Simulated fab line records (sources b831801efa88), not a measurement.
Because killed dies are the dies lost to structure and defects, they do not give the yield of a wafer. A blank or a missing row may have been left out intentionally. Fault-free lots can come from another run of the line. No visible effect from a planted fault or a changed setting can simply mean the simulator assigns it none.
fab line records	flow gf180mcu
record lots=5	wafers=23
route steps=602 shown VT_IMPLANT@120 POLY_GATE@164 HV_LDD@182
start-h: the number of hours between the record's first day and the start of the first shown wafer of the lot	wait-h: hours since the lot's step before	" unchanged from the row above	L1.1+2: a single row standing in for several wafers	- value missing, or start not given	* or withheld: withheld	< > ~ a bound
route shown NAME@n: a module of which the file shows steps, and the number in the route of the first	usual: mean/standard deviation taken from wafers without a fault	same: alike in all rows	chamber/n: place in a boat	sites: per-site readings	_std_site: the values' standard deviation	_edge_site: the outer-site mean with the inner-site mean subtracted	radius-mm: how far each site lies from the wafer's centre	mask NAME#n: copy n	behind: tool/chamber where the wafer was last shaped	hold: why the lot was held/for how many hours/how that ended	device: the n, p or np transistor that did not switch	end of line: the route-end tests of the same wafers	a step without rows: its recipe alone	killed: at the first sort, the dies lost to defects and structure; wafer yield is something else	map: the dies of a wafer, with x for killed, . for not killed, _ for no die there
set.NAME: setting as actually run; set.NAME@STEP: the setting as run at that earlier step	model.NAME: the simulator's own value behind a step, which no gauge read
lots whose settings were changed on purpose; a table a step, a row a wafer
## steps
# step GF_VT_IMPLANT_IMPLANT_30
# recipe species=B	energy-kev=25	dose-cm2=2.534e+12	tilt-deg=7
lot.wafer	tool	chamber	start-h	wait-h	set.dose-cm2
L075.2+3+4	implanter-04	0	146.22	0.0	2.534e+12
L077.1+6	implanter-04	0	160.98	0.0	2.287e+12
L077.2+3+4	"	0	"	"	2.534e+12
L080.2+4+5	implanter-02	0	180.05	0.0	2.839e+12
L080.3+6	"	0	"	"	2.534e+12
L081.1+2+5	implanter-02	0	185.88	0.0	2.534e+12
L081.3+6	"	0	"	"	2.323e+12
L082.2+5	implanter-03	0	192.10	0.0	2.534e+12
L082.3+4+6	"	0	"	"	2.74e+12
# step GF_VT_IMPLANT_STRIP_31
# recipe chemistry=O2/N2	power-w=1400	pressure-mtorr=1500	platen-temp-c=250	o2-flow-sccm=3000	n2-flow-sccm=300	overash-fraction=0.5
# usual strip-time-to-endpoint-s=12.63/0.034
lot.wafer	tool	chamber	start-h	wait-h	set.resist-thk-nm@VT_IMPLANT_COAT_24	strip-time-to-endpoint-s
L075.2	plasma-asher-01	0	146.34	0.1	1000	12.60
L075.3	"	0	"	"	1000	12.61
L075.4	"	1	"	"	1000	12.60
L077.1	plasma-asher-02	0	161.13	0.1	1030	12.96
L077.2	"	1	"	"	1030	12.95
L077.3	"	0	"	"	1000	12.66
L077.4	"	1	"	"	1030	12.90
L077.6	"	0	"	"	1000	12.66
L080.2	plasma-asher-04	0	180.18	0.1	1000	12.63
L080.3	"	0	"	"	948.5	12.03
L080.4	"	1	"	"	948.5	12.03
L080.5	"	0	"	"	1000	12.64
L080.6	"	1	"	"	1000	12.64
L081.1	plasma-asher-01	1	186.03	0.1	1000	12.59
L081.2	"	0	"	"	1000	12.58
L081.3	"	0	"	"	1000	12.58
L081.5	"	1	"	"	1000	12.59
L081.6	"	0	"	"	1000	12.59
L082.2	plasma-asher-02	0	192.23	0.1	1000	12.66
L082.3	"	0	"	"	1000	12.60
L082.4	"	1	"	"	1000	12.65
L082.5	"	1	"	"	1000	12.65
L082.6	"	0	"	"	1000	12.63
# step GF_VT_IMPLANT_TW_MEAS_32
# usual VT_IMPLANT_3_TW=267.4/1.9
lot.wafer	tool	chamber	start-h	wait-h	set.dose-cm2@VT_IMPLANT_IMPLANT_30	VT_IMPLANT_3_TW
L075.2	film-metro-03	-	146.45	0.1	2.534e+12	267.4
L075.3	"	-	"	"	2.534e+12	267.8
L075.4	"	-	"	"	2.534e+12	265.0
L077.1	film-metro-02	-	161.23	0.1	2.287e+12	257.7
L077.2	"	-	"	"	2.534e+12	266.7
L077.3	"	-	"	"	2.534e+12	267.5
L077.4	"	-	"	"	2.534e+12	267.3
L077.6	"	-	"	"	2.287e+12	257.5
L080.2	film-metro-02	-	180.29	0.1	2.839e+12	276.6
L080.3	"	-	"	"	2.534e+12	267.2
L080.4	"	-	"	"	2.839e+12	274.9
L080.5	"	-	"	"	2.839e+12	277.1
L080.6	"	-	"	"	2.534e+12	267.4
L081.1	film-metro-03	-	186.13	0.1	2.534e+12	266.4
L081.2	"	-	"	"	2.534e+12	266.7
L081.3	"	-	"	"	2.323e+12	258.3
L081.5	"	-	"	"	2.534e+12	265.3
L081.6	"	-	"	"	2.323e+12	260.4
L082.2	film-metro-02	-	192.34	0.1	2.534e+12	266.6
L082.3	"	-	"	"	2.74e+12	272.8
L082.4	"	-	"	"	2.74e+12	271.8
L082.5	"	-	"	"	2.534e+12	265.4
L082.6	"	-	"	"	2.74e+12	271.2
# step GF_VT_IMPLANT_SOFTBAKE_36
# recipe temp-c=90	time-s=60	resist=NOVOLAK
lot.wafer	tool	chamber	start-h	wait-h	set.temp-c
L075.2+3+4	litho-track-01	0	154.27	0.1	90
L077.1+2	litho-track-03	0	169.04	0.1	91.54
L077.3+4+6	"	0	"	"	90
L080.2+3+5	litho-track-03	0	188.81	0.1	90
L080.4+6	"	0	"	"	87.67
L081.1+2+3+5+6	litho-track-03	0	194.79	0.1	90
L082.2+3	litho-track-01	0	200.12	0.1	87.21
L082.4+5+6	"	0	"	"	90
# step GF_VT_IMPLANT_EXPOSE_37
# recipe mask-id=Nwell_HV_AREA	target-cd-nm=860	na=0.6	source-shape=conventional	sigma-outer=0.6	dose-mj=140
# step GF_VT_IMPLANT_PEB_38
# recipe temp-c=withheld	time-s=*	resist=NOVOLAK
# step GF_VT_IMPLANT_IMPLANT_41
# recipe species=As	energy-kev=70	dose-cm2=1.013e+12	tilt-deg=7
# step GF_VT_IMPLANT_STRIP_42
# recipe chemistry=O2/N2	power-w=1400	pressure-mtorr=1500	platen-temp-c=250	o2-flow-sccm=3000	n2-flow-sccm=300	overash-fraction=0.5
# usual strip-time-to-endpoint-s=12.62/0.031
lot.wafer	tool	chamber	start-h	wait-h	set.temp-c@VT_IMPLANT_SOFTBAKE_36	strip-time-to-endpoint-s
L075.2	plasma-asher-01	1	162.23	0.1	90	12.59
L075.3	"	0	"	"	90	12.63
L075.4	"	1	"	"	90	12.62
L077.1	plasma-asher-02	0	177.22	0.1	91.54	12.58
L077.2	"	1	"	"	91.54	12.57
L077.3	"	0	"	"	90	12.65
L077.4	"	1	"	"	90	12.65
L077.6	"	1	"	"	90	12.67
L080.2	plasma-asher-04	0	197.53	0.1	90	12.65
L080.3	"	0	"	"	90	12.66
L080.4	"	1	"	"	87.67	12.74
L080.5	"	0	"	"	90	12.63
L080.6	"	1	"	"	87.67	12.75
L081.1	plasma-asher-02	1	203.12	0.1	90	12.63
L081.2	"	0	"	"	90	12.61
L081.3	"	0	"	"	90	12.65
L081.5	"	1	"	"	90	12.66
L081.6	"	0	"	"	90	12.60
L082.2	plasma-asher-02	0	208.58	0.1	87.21	12.73
L082.3	"	0	"	"	87.21	12.73
L082.4	"	1	"	"	90	12.60
L082.5	"	1	"	"	90	12.67
L082.6	"	0	"	"	90	12.61
# step GF_POLY_GATE_EXPOSE_07
# recipe mask-id=Poly2	target-cd-nm=280	na=0.68	source-shape=conventional	sigma-outer=0.6	dose-mj=28
lot.wafer	tool	chamber	start-h	wait-h	mask	set.dose-mj
L075.2+3+4	krf-scanner-01	0	-	-	Poly2#0	28
L077.1+3+6	krf-scanner-01	0	-	-	Poly2#0	26.2
L077.2+4	"	0	"	"	Poly2#0	28
L080.2+6	krf-scanner-01	0	-	-	Poly2#0	26.01
L080.3+4+5	"	0	"	"	Poly2#0	28
L081.1+2+3	krf-scanner-01	0	-	-	Poly2#0	28
L081.5+6	"	0	"	"	Poly2#0	26.96
L082.2+3+4+5+6	krf-scanner-01	0	-	-	Poly2#0	28
# step GF_POLY_GATE_PEB_08
# recipe peb-temp-c=135	peb-time-s=90	resist=KrF
# step GF_POLY_GATE_DEVELOP_09
# recipe develop-time-s=60	resist=KrF	dev-temp-c=21
# step GF_POLY_GATE_CD_MEAS_10
# recipe target-cd-nm=280
# usual cd-nm=279.3/1.4
lot.wafer	tool	chamber	start-h	wait-h	set.dose-mj@POLY_GATE_EXPOSE_07	cd-nm
L075.2	cd-sem-01	-	202.51	0.1	28	280.1
L075.3	"	-	"	"	28	279.0
L075.4	"	-	"	"	28	280.5
L077.1	cd-sem-02	-	217.94	0.1	26.2	290.2
L077.2	"	-	"	"	28	280.4
L077.3	"	-	"	"	26.2	289.7
L077.4	"	-	"	"	28	279.2
L077.6	"	-	"	"	26.2	289.6
L080.2	cd-sem-02	-	238.06	0.2	26.01	288.8
L080.3	"	-	"	"	28	276.7
L080.4	"	-	"	"	28	278.3
L080.5	"	-	"	"	28	276.8
L080.6	"	-	"	"	26.01	289.3
L081.1	cd-sem-02	-	246.09	0.1	28	276.6
L081.2	"	-	"	"	28	277.1
L081.3	"	-	"	"	28	278.0
L081.5	"	-	"	"	26.96	283.6
L081.6	"	-	"	"	26.96	283.0
L082.2	cd-sem-02	-	249.02	0.1	28	279.1
L082.3	"	-	"	"	28	280.9
L082.4	"	-	"	"	28	278.0
L082.5	"	-	"	"	28	278.8
L082.6	"	-	"	"	28	278.8
# step GF_POLY_GATE_ETCH_12
# recipe chemistry=N2/H2	target-depth-a=withheld	overetch-a=withheld	time-s=withheld	target=BARC	ion-energy-ev=200	source-w=500	bias-w=100	pressure-mtorr=30	n2-flow-sccm=100	h2-flow-sccm=200
lot.wafer	tool	chamber	start-h	wait-h	set.dose-mj@POLY_GATE_EXPOSE_07	model.POLY_GATE.cd-nm
L075.2	rie-diel-02	0	202.65	0.0	28	281.2
L075.3	"	3	"	"	28	280.6
L075.4	"	3	"	"	28	281.4
L077.1	rie-diel-02	1	218.10	0.0	26.2	290
L077.2	"	2	"	"	28	280.9
L077.3	"	0	"	"	26.2	290.7
L077.4	"	3	"	"	28	280.3
L077.6	"	1	"	"	26.2	289.8
L080.2+6	rie-diel-04	2,0	238.20	0.0	26.01	288.3
L080.3	"	3	"	"	28	277.4
L080.4	"	2	"	"	28	278
L080.5	"	3	"	"	28	277.9
L081.1	rie-diel-02	2	246.25	0.0	28	277.3
L081.2	"	1	"	"	28	276.9
L081.3	"	3	"	"	28	279.3
L081.5	"	2	"	"	26.96	283.8
L081.6	"	3	"	"	26.96	284.1
L082.2	rie-diel-02	3	249.16	0.0	28	279.6
L082.3	"	2	"	"	28	280.5
L082.4	"	0	"	"	28	278.4
L082.5	"	0	"	"	28	279.8
L082.6	"	1	"	"	28	279.1
# step GF_POLY_GATE_ETCH_13
# recipe target=poly-Si	target-depth-nm=198.5	stop-on=SiO2	over-etch-frac=0.403	chemistry=HBr/Cl2	icp-w=400	bias-w=100	pressure-mtorr=10	HBr_flow_sccm=150	Cl2_flow_sccm=50	time-s=69.6
lot.wafer	tool	chamber	start-h	wait-h	set.dose-mj@POLY_GATE_EXPOSE_07	model.POLY_GATE.cd-nm
L075.2	rie-si-01	3	202.70	-	28	280.3
L075.3	"	2	"	"	28	280.5
L075.4	"	0	"	"	28	281.7
L077.1	rie-si-02	2	218.15	-	26.2	289.6
L077.2	"	3	"	"	28	279.1
L077.3	"	0	"	"	26.2	289.9
L077.4	"	1	"	"	28	279.2
L077.6	"	2	"	"	26.2	290.7
L080.2	rie-si-01	0	238.25	-	26.01	287.9
L080.3	"	1	"	"	28	277.1
L080.4+5	"	2,1	"	"	28	278.1
L080.6	"	0	"	"	26.01	287.8
L081.1	rie-si-01	0	246.30	-	28	277.5
L081.2	"	2	"	"	28	277.8
L081.3	"	3	"	"	28	279.6
L081.5	"	3	"	"	26.96	284.1
L081.6	"	0	"	"	26.96	284.6
L082.2	rie-si-01	1	249.21	-	28	280.6
L082.3	"	3	"	"	28	281.4
L082.4	"	0	"	"	28	278.5
L082.5	"	1	"	"	28	280.1
L082.6	"	2	"	"	28	280.4
# step GF_POLY_GATE_OXIDATION_16
# recipe temp-c=850	ambient=O2	stabilise-s=600	purge-s=300	target-thk-a=40	ox-time-s=899
lot.wafer	tool	chamber	start-h	wait-h	set.temp-c
L075.2+3+4	furnace-02	0	202.90	0.0	850
L077.1+2+3+4+6	-	-	-	0.4	850
L080.2+3+4+5+6	-	-	-	1.2	850
L081.1+2+3+5+6	-	-	-	0.0	843.6
L082.2+3+4+5+6	-	-	-	0.0	850
# step GF_POLY_GATE_CD_MEAS_18
# usual cd-nm=279.6/1.6
lot.wafer	tool	chamber	start-h	wait-h	set.dose-mj@POLY_GATE_EXPOSE_07	cd-nm
L075.2	cd-sem-01	-	204.24	0.1	28	280.0
L075.3	"	-	"	"	28	281.0
L075.4	"	-	"	"	28	281.8
L077.1	cd-sem-02	-	220.04	0.1	26.2	289.4
L077.2	"	-	"	"	28	279.2
L077.3	"	-	"	"	26.2	290.1
L077.4	"	-	"	"	28	279.5
L077.6	"	-	"	"	26.2	290.4
L080.2	cd-sem-02	-	240.99	0.1	26.01	287.8
L080.3	"	-	"	"	28	277.2
L080.4	"	-	"	"	28	278.0
L080.5	"	-	"	"	28	277.9
L080.6	"	-	"	"	26.01	287.5
L081.1	cd-sem-01	-	247.82	0.1	28	277.2
L081.2	"	-	"	"	28	277.7
L081.3	"	-	"	"	28	279.6
L081.5	"	-	"	"	26.96	284.0
L081.6	"	-	"	"	26.96	284.5
L082.2	cd-sem-02	-	250.75	0.1	28	280.8
L082.3	"	-	"	"	28	281.6
L082.4	"	-	"	"	28	278.5
L082.5	"	-	"	"	28	280.2
L082.6	"	-	"	"	28	280.6
# step GF_HV_LDD_DEVELOP_06
# recipe develop-time-s=60	dev-temp-c=23
lot.wafer	tool	chamber	start-h	wait-h	set.develop-time-s
L075.2+3+4	litho-track-02	0	221.38	0.1	60
L077.1+2+6	litho-track-04	0	237.42	0.1	52.18
L077.3+4	"	0	"	"	60
L080.2+5	litho-track-04	0	259.30	0.1	66.29
L080.3+4+6	"	0	"	"	60
L081.1+3	litho-track-03	0	266.44	0.1	56.76
L081.2+5+6	"	0	"	"	60
L082.2+3+5	litho-track-03	0	269.56	0.1	65.96
L082.4+6	"	0	"	"	60
# step GF_HV_LDD_CD_MEAS_07
# recipe target-cd-nm=400
# usual cd-nm=399.8/2.4
lot.wafer	tool	chamber	start-h	wait-h	set.develop-time-s@HV_LDD_DEVELOP_06	cd-nm
L075.2	cd-sem-02	-	221.52	0.1	60	400.6
L075.3	"	-	"	"	60	399.3
L075.4	"	-	"	"	60	401.3
L077.1	cd-sem-02	-	237.57	0.1	52.18	388.7
L077.2	"	-	"	"	52.18	386.9
L077.3	"	-	"	"	60	402.7
L077.4	"	-	"	"	60	401.2
L077.6	"	-	"	"	52.18	388.5
L080.2	cd-sem-02	-	259.44	0.1	66.29	410.1
L080.3	"	-	"	"	60	403.4
L080.4	"	-	"	"	60	402.4
L080.5	"	-	"	"	66.29	414.0
L080.6	"	-	"	"	60	401.4
L081.1	cd-sem-01	-	266.59	0.1	56.76	394.7
L081.2	"	-	"	"	60	400.0
L081.3	"	-	"	"	56.76	394.0
L081.5	"	-	"	"	60	402.0
L081.6	"	-	"	"	60	400.9
L082.2	cd-sem-01	-	269.71	0.1	65.96	406.0
L082.3	"	-	"	"	65.96	405.8
L082.4	"	-	"	"	60	397.0
L082.5	"	-	"	"	65.96	404.6
L082.6	"	-	"	"	60	395.4
# step GF_HV_LDD_DEVELOP_18
# recipe develop-time-s=60	dev-temp-c=23
lot.wafer	tool	chamber	start-h	wait-h	set.develop-time-s
L075.2+3+4	litho-track-04	0	240.15	0.1	60
L077.1+2+3+4+6	litho-track-03	0	255.34	0.1	60
L080.2+3	litho-track-04	0	278.90	0.1	60
L080.4+5+6	"	0	"	"	56.19
L081.1+5	litho-track-04	0	285.57	0.1	60
L081.2+3+6	"	0	"	"	55.11
L082.2+6	litho-track-02	0	289.58	0.1	68.16
L082.3+4+5	"	0	"	"	60
# step GF_HV_LDD_CD_MEAS_19
# recipe target-cd-nm=400
# usual cd-nm=400.6/1.9
lot.wafer	tool	chamber	start-h	wait-h	set.develop-time-s@HV_LDD_DEVELOP_18	cd-nm
L075.2	cd-sem-01	-	240.29	0.1	60	395.8
L075.3	"	-	"	"	60	397.3
L075.4	"	-	"	"	60	397.6
L077.1	cd-sem-02	-	255.49	0.1	60	398.9
L077.2	"	-	"	"	60	402.2
L077.3	"	-	"	"	60	402.5
L077.4	"	-	"	"	60	400.6
L077.6	"	-	"	"	60	400.6
L080.2	cd-sem-01	-	279.04	0.1	60	400.0
L080.3	"	-	"	"	60	402.1
L080.4	"	-	"	"	56.19	394.0
L080.5	"	-	"	"	56.19	394.6
L080.6	"	-	"	"	56.19	393.4
L081.1	cd-sem-02	-	285.72	0.1	60	402.3
L081.2	"	-	"	"	55.11	391.3
L081.3	"	-	"	"	55.11	392.3
L081.5	"	-	"	"	60	401.6
L081.6	"	-	"	"	55.11	391.3
L082.2	cd-sem-02	-	289.72	0.1	68.16	413.1
L082.3	"	-	"	"	60	402.6
L082.4	"	-	"	"	60	402.5
L082.5	"	-	"	"	60	401.1
L082.6	"	-	"	"	68.16	412.7
# step GF_HV_LDD_IMPLANT_21
# recipe species=BF2	energy-kev=25	dose-cm2=5e+13	tilt-deg=7
lot.wafer	tool	chamber	start-h	wait-h	set.energy-kev	model.implant.rp-nm	model.implant.drp-nm
L075.2+3+4	implanter-02	0	240.45	0.0	25	20.14	11.41
L077.1+2+4	implanter-01	0	255.64	0.0	23.76	19.14	11.01
L077.3+6	"	0	"	"	25	19.94	11.41
L080.2+3+4+5+6	implanter-02	0	279.20	0.0	25	20.96	11.41
L081.1+2+5	implanter-02	0	285.88	0.0	25.98	20.57	11.72
L081.3+6	"	0	"	"	25	19.94	11.41
L082.2+4	implanter-01	0	289.88	0.0	25	21.45	11.41
L082.3+5+6	"	0	"	"	25.98	22.13	11.72
# step GF_HV_LDD_STRIP_22
# recipe chemistry=O2/N2	power-w=1400	pressure-mtorr=1500	platen-temp-c=250	o2-flow-sccm=3000	n2-flow-sccm=300	overash-fraction=0.5
# step GF_HV_LDD_TW_MEAS_23
# usual HV_LDD_2_TW=1050/3.9
lot.wafer	tool	chamber	start-h	wait-h	set.energy-kev@HV_LDD_IMPLANT_21	HV_LDD_2_TW
L075.2	film-metro-03	-	240.69	0.1	25	1053
L075.3	"	-	"	"	25	1049
L075.4	"	-	"	"	25	1051
L077.1	film-metro-03	-	255.89	0.1	23.76	1030
L077.2	"	-	"	"	23.76	1033
L077.3	"	-	"	"	25	1048
L077.4	"	-	"	"	23.76	1034
L077.6	"	-	"	"	25	1046
L080.2	film-metro-01	-	279.44	0.1	25	1049
L080.3	"	-	"	"	25	1050
L080.4	"	-	"	"	25	1045
L080.5	"	-	"	"	25	1049
L080.6	"	-	"	"	25	1050
L081.1	film-metro-02	-	286.13	0.1	25.98	1059
L081.2	"	-	"	"	25.98	1061
L081.3	"	-	"	"	25	1051
L081.5	"	-	"	"	25.98	1065
L081.6	"	-	"	"	25	1055
L082.2	film-metro-03	-	290.12	0.1	25	1050
L082.3	"	-	"	"	25.98	1057
L082.4	"	-	"	"	25	1055
L082.5	"	-	"	"	25.98	1062
L082.6	"	-	"	"	25.98	1062
# step GF_HV_LDD_DEVELOP_30
# recipe develop-time-s=60	dev-temp-c=23
lot.wafer	tool	chamber	start-h	wait-h	set.develop-time-s
L075.2+3+4	litho-track-02	0	259.23	0.1	60
L077.1+6	litho-track-02	0	274.60	0.1	60
L077.2+3+4	"	0	"	"	56.99
L080.2+3+4+5+6	litho-track-04	0	299.55	0.1	60
L081.1+2	litho-track-03	0	305.84	0.1	62.53
L081.3+5+6	"	0	"	"	60
L082.2+4+5	litho-track-03	0	310.41	0.1	60
L082.3+6	"	0	"	"	54.97
# step GF_HV_LDD_CD_MEAS_31
# recipe target-cd-nm=400
# usual cd-nm=399.1/2.1
lot.wafer	tool	chamber	start-h	wait-h	set.develop-time-s@HV_LDD_DEVELOP_30	cd-nm
L075.2	cd-sem-01	-	259.37	0.1	60	397.1
L075.3	"	-	"	"	60	398.0
L075.4	"	-	"	"	60	398.3
L077.1	cd-sem-01	-	274.75	0.1	60	398.1
L077.2	"	-	"	"	56.99	390.7
L077.3	"	-	"	"	56.99	392.8
L077.4	"	-	"	"	56.99	393.1
L077.6	"	-	"	"	60	397.5
L080.2	cd-sem-01	-	299.69	0.1	60	398.4
L080.3	"	-	"	"	60	399.7
L080.4	"	-	"	"	60	398.7
L080.5	"	-	"	"	60	397.3
L080.6	"	-	"	"	60	398.5
L081.1	cd-sem-01	-	305.99	0.1	62.53	401.2
L081.2	"	-	"	"	62.53	403.6
L081.3	"	-	"	"	60	396.2
L081.5	"	-	"	"	60	399.8
L081.6	"	-	"	"	60	398.9
L082.2	cd-sem-01	-	310.56	0.1	60	400.6
L082.3	"	-	"	"	54.97	390.0
L082.4	"	-	"	"	60	399.2
L082.5	"	-	"	"	60	399.9
L082.6	"	-	"	"	54.97	390.4
# step GF_HV_LDD_COAT_41
# recipe resist=NOVOLAK	spin-rpm=3000	resist-thk-nm=1000
lot.wafer	tool	chamber	start-h	wait-h	set.resist-thk-nm	model.NOVOLAK_of_HV_LDD_COAT_41.thk-nm
L075.2+3	litho-track-02	0	269.78	0.1	1000	998.2
L075.4	"	0	"	"	1000	997.7
L077.1	litho-track-02	0	284.95	0.1	1000	995.5
L077.2	"	0	"	"	1017	1012
L077.3	"	0	"	"	1000	995.3
L077.4	"	0	"	"	1000	992.5
L077.6	"	0	"	"	1017	1014
L080.2	litho-track-04	0	310.80	0.1	1000	995.6
L080.3	"	0	"	"	961.8	958.2
L080.4	"	0	"	"	1000	995.9
L080.5	"	0	"	"	961.8	956.3
L080.6	"	0	"	"	961.8	959.3
L081.1	litho-track-02	0	317.10	0.1	1000	997.1
L081.2	"	0	"	"	1000	1000
L081.3	"	0	"	"	1000	995.6
L081.5	"	0	"	"	964.7	961.2
L081.6	"	0	"	"	964.7	961.8
L082.2	litho-track-02	0	321.58	0.1	944.5	944.1
L082.3	"	0	"	"	1000	999.5
L082.4	"	0	"	"	944.5	947.4
L082.5	"	0	"	"	1000	1004
L082.6	"	0	"	"	944.5	945.1
## key
split step=GF_VT_IMPLANT_IMPLANT_30	setting=dose-cm2	stated=2.534e+12	by=wafer
response step=GF_VT_IMPLANT_TW_MEAS_32	reading=VT_IMPLANT_3_TW	change=+0.813	per=1%	r=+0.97
split step=GF_VT_IMPLANT_SOFTBAKE_36	setting=temp-c	stated=90	by=wafer
response step=GF_VT_IMPLANT_STRIP_42	reading=strip-time-to-endpoint-s	change=*	per=1%	r=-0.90
split step=GF_POLY_GATE_EXPOSE_07	setting=dose-mj	stated=28	by=wafer
response step=GF_POLY_GATE_CD_MEAS_10	reading=cd-nm	change=-1.62	per=1%	r=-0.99
response step=GF_POLY_GATE_ETCH_12	reading=model.POLY_GATE.cd-nm	change=-1.51	per=1%	r=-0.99
response step=GF_POLY_GATE_ETCH_13	reading=model.POLY_GATE.cd-nm	change=-1.56	per=1%	r=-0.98
response step=GF_POLY_GATE_CD_MEAS_18	reading=cd-nm	change=-1.53	per=1%	r=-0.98
split step=GF_POLY_GATE_OXIDATION_16	setting=temp-c	stated=850	by=lot
response none clear
split step=GF_HV_LDD_DEVELOP_06	setting=develop-time-s	stated=60	by=wafer
response step=GF_HV_LDD_CD_MEAS_07	reading=cd-nm	change=+1.01	per=1%	r=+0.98
split step=GF_HV_LDD_DEVELOP_18	setting=develop-time-s	stated=60	by=wafer
response step=GF_HV_LDD_CD_MEAS_19	reading=cd-nm	change=+0.946	per=1%	r=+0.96
split step=GF_HV_LDD_IMPLANT_21	setting=energy-kev	stated=25	by=wafer
response step=GF_HV_LDD_IMPLANT_21	reading=model.implant.rp-nm	change=+0.164	per=1%	r=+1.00
response step=GF_HV_LDD_IMPLANT_21	reading=model.implant.drp-nm	change=+0.0805	per=1%	r=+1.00
response step=GF_HV_LDD_TW_MEAS_23	reading=HV_LDD_2_TW	change=+2.47	per=1%	r=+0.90
split step=GF_HV_LDD_DEVELOP_30	setting=develop-time-s	stated=60	by=wafer
response step=GF_HV_LDD_CD_MEAS_31	reading=cd-nm	change=+1.12	per=1%	r=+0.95
split step=GF_HV_LDD_COAT_41	setting=resist-thk-nm	stated=1000	by=wafer
response step=GF_HV_LDD_COAT_41	reading=model.NOVOLAK_of_HV_LDD_COAT_41.thk-nm	change=+10.1	per=1%	r=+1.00
split outside-this-file step=GF_VT_IMPLANT_COAT_24 setting=resist-thk-nm
# split outside-this-file: this setting was split too, and the file shows its column; the key of that split is in another file
